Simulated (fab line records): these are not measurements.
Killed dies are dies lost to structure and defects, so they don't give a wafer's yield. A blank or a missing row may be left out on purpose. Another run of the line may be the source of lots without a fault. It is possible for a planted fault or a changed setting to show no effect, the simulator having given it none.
Struck lot and sound lot, side by side	flow sky130	22 out of 708 route steps
Sound: the wafers L258.2, L258.4, L258.5. Wafers struck: L266.1, L266.4, L266.5. The cause is named last.
Each step with rows lists, per side, the tool, then ch with its chambers, then its first start. Under that, the readings that differ: sound wafers	struck wafers	difference of the means	sigmas: that difference in standard deviations of wafers without a fault.
alike: same words and numbers on both sides, and readings whose means sit less than 2 such deviations apart. not compared: any withheld reading, any reading some wafer has no value for, any bound like >300 that may hide the same value, and any number with overlapping values for which the record gives no deviation.
A row with sigmas, a row that says differs or no value, or rows on one side alone: a step with any of these is where the two part. Numbers that have no deviation but don't overlap get no sigmas and don't part them. A reading that every wafer of one side lacks parts them only if that side has two wafers or more.

SKY_SONOS_ONO_OVL_MEAS_14:
  struck on overlay-02, day 15 12:17; sound on overlay-02, day 12 20:07
  alike: SONOS_ONO_OVL
SKY_SONOS_ONO_ETCH_15: etches the open film in CHF3/O2, target depth 19.52 nm, time 7.8 s.
  sound on rie-diel-04 ch 2,3, day 12 20:09; struck on rie-diel-02 ch 0,1,2, day 15 12:19
  alike: drypump-motor-current-A, oes-product-au, throttle-valve-pct
  not compared: rf-hours-counter-h
then, 1 step without rows for these wafers: SKY_SONOS_ONO_WET_ETCH_16 (etches SiO2 in dHF, target depth 14 nm, time 280 s).
SKY_SONOS_ONO_STRIP_17: strips in O2/N2.
  sound on plasma-asher-01 ch 0,1, day 12 20:16; struck on plasma-asher-04 ch 0,1, day 15 12:25
  alike: drypump-motor-current-A, oes-product-au, strip-time-to-endpoint-s
  not compared: rf-hours-counter-h
then, 3 steps without rows for these wafers: SKY_SONOS_ONO_WET_ETCH_18 (etches Si3N4 in H3PO4, target depth 15 nm, time 172 s); SKY_GATE_OXIDE_CLEAN_00 (cleans in SC1/SC2, time 150 s); SKY_GATE_OXIDE_OXIDATION_01 (stabilise 600 s, purge 300 s, target thk 10.268 nm).
SKY_GATE_OXIDE_THK_MEAS_02:
  struck on film-metro-02, day 15 15:03; sound on film-metro-02, day 12 23:05
  alike: GATE_OXIDE_OXIDATION_00_THK
then, 4 steps without rows for these wafers: SKY_GATE_OXIDE_DEHYDRATE_03 (time 60 s); SKY_GATE_OXIDE_HMDS_04 (prime time 60 s); SKY_GATE_OXIDE_COAT_05 (resist thk 1140 nm); SKY_GATE_OXIDE_SOFTBAKE_06 (time 60 s).
SKY_GATE_OXIDE_EXPOSE_07: exposes mask LVOM, target cd 600 nm.
  sound on iline-stepper-02 ch 0, day 13 11:45; struck on iline-stepper-02 ch 0, day 16 04:35
reading	sound	struck	difference	sigmas
mask	LVOM#0 LVOM#0 LVOM#0	TUNM#0 TUNM#0 TUNM#0	differs	
then, 2 steps without rows for these wafers: SKY_GATE_OXIDE_PEB_08; SKY_GATE_OXIDE_DEVELOP_09 (develop time 60 s).
SKY_GATE_OXIDE_OVL_MEAS_10:
  struck on overlay-02, day 16 18:44; sound on overlay-02, day 14 00:17
reading	sound	struck	difference	sigmas
GATE_OXIDE_OVL (nm)	1.4 1.4 1.6	- - -	no value on the struck wafers	
then, 2 steps without rows for these wafers: SKY_GATE_OXIDE_IMPLANT_11; SKY_GATE_OXIDE_WET_ETCH_12 (etches SiO2 in dHF, target depth 16.8 nm, time 336 s).
SKY_GATE_OXIDE_STRIP_13: strips in O2/N2.
  sound on plasma-asher-02 ch 0,1, day 14 00:34; struck on plasma-asher-01 ch 0, day 16 19:02
  alike: drypump-motor-current-A, oes-product-au, strip-time-to-endpoint-s
  not compared: rf-hours-counter-h
SKY_GATE_OXIDE_TW_MEAS_14:
  struck on film-metro-02, day 16 19:08; sound on film-metro-04, day 14 00:41
reading	sound	struck	difference	sigmas
GATE_OXIDE_TW	224.4 224.5 223.3	29.7 29.6 29.8	-194.4	-99 or more
then, 1 step without rows for these wafers: SKY_GATE_OXIDE_CLEAN_15 (cleans in SC1/SC2, time 150 s).
-- the record jumps here: 31 days lie between the struck wafers' starts before and after (it left off in module GATE_OXIDE and takes up again in module PAD_OPEN, whose first step shown is number 708 of the route) --
SKY_PAD_OPEN_PROBE_99:
  struck on prober-01, day 48 00:54; sound on prober-01, day 45 23:10
reading	sound	struck	difference	sigmas
killed-at-front-end	16 17 14	428 415 426	+407	+91
killed-dies	76 79 63	492 492 492	+419	+48
killed-on-rim	16 15 10	96 96 96	+82	+24
  alike: killed_at_M0_to_M3, killed_at_M4_up, killed-at-contacts, killed-at-other, killed-open, killed-short

WHERE THEY PART
First at SKY_GATE_OXIDE_EXPOSE_07; last, within this record, at SKY_PAD_OPEN_PROBE_99.

WHY: what had been put in by the simulator
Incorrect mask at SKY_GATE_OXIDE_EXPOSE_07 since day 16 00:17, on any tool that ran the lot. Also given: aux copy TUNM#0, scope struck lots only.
